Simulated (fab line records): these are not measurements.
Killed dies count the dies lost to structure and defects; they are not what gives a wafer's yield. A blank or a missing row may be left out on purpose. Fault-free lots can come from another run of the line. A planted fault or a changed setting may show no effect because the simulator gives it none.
Which tool did it? || flow sky130 || 12 lots with 36 wafers sampled at 2 steps, on a route of 708 steps

## WHAT THE GAUGES SHOWED, per wafer
SKY_CAP2M_THK_MEAS_01. Usual: CAP2M_CVD_00_THK typically reads 15.48 nm, with standard deviation 0.22.
{"lot": "L622", "measured": "day 39 10:04", "on": "film-metro-01", "CAP2M_CVD_00_THK (nm)": "15.47 15.00 15.31", "flag": ""}
{"lot": "L624", "measured": "day 40 15:42", "on": "film-metro-01", "CAP2M_CVD_00_THK (nm)": "15.30 15.42 15.62", "flag": ""}
{"lot": "L625", "measured": "day 40 20:17", "on": "film-metro-02", "CAP2M_CVD_00_THK (nm)": "15.35 15.61 15.40", "flag": ""}
{"lot": "L626", "measured": "day 41 02:56", "on": "film-metro-02", "CAP2M_CVD_00_THK (nm)": "15.26 15.25 15.56", "flag": ""}
{"lot": "L627", "measured": "day 41 05:47", "on": "film-metro-01", "CAP2M_CVD_00_THK (nm)": "15.80 15.67 15.58", "flag": ""}
{"lot": "L628", "measured": "day 41 11:50", "on": "film-metro-02", "CAP2M_CVD_00_THK (nm)": "15.35 15.20 15.56", "flag": ""}
{"lot": "L629", "measured": "day 41 18:55", "on": "film-metro-02", "CAP2M_CVD_00_THK (nm)": "15.40 15.66 15.65", "flag": ""}
{"lot": "L633", "measured": "day 43 01:10", "on": "film-metro-01", "CAP2M_CVD_00_THK (nm)": "15.54 15.53 16.05", "flag": ""}
{"lot": "L634", "measured": "day 43 08:37", "on": "film-metro-02", "CAP2M_CVD_00_THK (nm)": "15.45 15.43 15.65", "flag": ""}
{"lot": "L637", "measured": "day 44 07:58", "on": "film-metro-02", "CAP2M_CVD_00_THK (nm)": "15.35 15.49 15.48", "flag": ""}
{"lot": "L640", "measured": "day 45 00:18", "on": "film-metro-02", "CAP2M_CVD_00_THK (nm)": "15.17 15.49 15.55", "flag": ""}
{"lot": "L642", "measured": "day 45 13:19", "on": "film-metro-01", "CAP2M_CVD_00_THK (nm)": "15.43 15.52 15.81", "flag": ""}

## WHICH TOOL RAN EACH LOT (tool, then ch and the chambers of the sampled wafers, then the start)
{"lot": "L622", "SKY_METAL4_SPUTTER_04": "pvd-sputter-01, day 39 09:59"}
{"lot": "L624", "SKY_METAL4_SPUTTER_04": "pvd-sputter-02, day 40 15:38"}
{"lot": "L625", "SKY_METAL4_SPUTTER_04": "pvd-sputter-02, day 40 20:13"}
{"lot": "L626", "SKY_METAL4_SPUTTER_04": "pvd-sputter-01, day 41 02:52"}
{"lot": "L627", "SKY_METAL4_SPUTTER_04": "pvd-sputter-04, day 41 05:41"}
{"lot": "L628", "SKY_METAL4_SPUTTER_04": "pvd-sputter-01, day 41 11:45"}
{"lot": "L629", "SKY_METAL4_SPUTTER_04": "pvd-sputter-02, day 41 18:50"}
{"lot": "L633", "SKY_METAL4_SPUTTER_04": "pvd-sputter-02, day 43 01:05"}
{"lot": "L634", "SKY_METAL4_SPUTTER_04": "pvd-sputter-01, day 43 08:32"}
{"lot": "L637", "SKY_METAL4_SPUTTER_04": "pvd-sputter-02, day 44 07:54"}
{"lot": "L640", "SKY_METAL4_SPUTTER_04": "pvd-sputter-04, day 45 00:14"}
{"lot": "L642", "SKY_METAL4_SPUTTER_04": "pvd-sputter-04, day 45 13:15"}
- SKY_METAL4_SPUTTER_04: material TiN, target thk 70 nm, time 58.3 s.

## AS READ BY THE TOOLS THEMSELVES (means over the sampled wafers that have a number; for cases with no such wafer, the mark the record gives instead)
SKY_METAL4_SPUTTER_04. Usual: throttle-valve-pct 29.6 %, standard deviation 1.3.
{"lot": "L622", "tool": "pvd-sputter-01", "throttle-valve-pct (%)": 29.6, "flag": ""}
{"lot": "L624", "tool": "pvd-sputter-02", "throttle-valve-pct (%)": 28.8, "flag": ""}
{"lot": "L625", "tool": "pvd-sputter-02", "throttle-valve-pct (%)": 29.3, "flag": ""}
{"lot": "L626", "tool": "pvd-sputter-01", "throttle-valve-pct (%)": 29.7, "flag": ""}
{"lot": "L627", "tool": "pvd-sputter-04", "throttle-valve-pct (%)": 29.7, "flag": ""}
{"lot": "L628", "tool": "pvd-sputter-01", "throttle-valve-pct (%)": 30.1, "flag": ""}
{"lot": "L629", "tool": "pvd-sputter-02", "throttle-valve-pct (%)": 28.8, "flag": ""}
{"lot": "L633", "tool": "pvd-sputter-02", "throttle-valve-pct (%)": 29.6, "flag": ""}
{"lot": "L634", "tool": "pvd-sputter-01", "throttle-valve-pct (%)": 30.1, "flag": ""}
{"lot": "L637", "tool": "pvd-sputter-02", "throttle-valve-pct (%)": 30.5, "flag": ""}
{"lot": "L640", "tool": "pvd-sputter-04", "throttle-valve-pct (%)": 29.0, "flag": ""}
{"lot": "L642", "tool": "pvd-sputter-04", "throttle-valve-pct (%)": 29.6, "flag": ""}

## THE ANSWER, worked out from the rows above alone
Rule: a lot counts as off when the mean over its wafers that have a number is more than 3 standard deviations away from the usual mean. Also off: a lot with no number at a reading for which 4 or more lots have one. Any other lot the step has rows for is counted as sound. Order of review: gauges by route order, followed by the tools' own readings, for which a lot's mean as printed above is used. At the first step where some lot is off, the reading lying furthest off is the one used; lots without a number count as furthest.
Nothing can be told from this: no lot is off at any reading shown.

## WHAT THE SIMULATOR HAD INSERTED
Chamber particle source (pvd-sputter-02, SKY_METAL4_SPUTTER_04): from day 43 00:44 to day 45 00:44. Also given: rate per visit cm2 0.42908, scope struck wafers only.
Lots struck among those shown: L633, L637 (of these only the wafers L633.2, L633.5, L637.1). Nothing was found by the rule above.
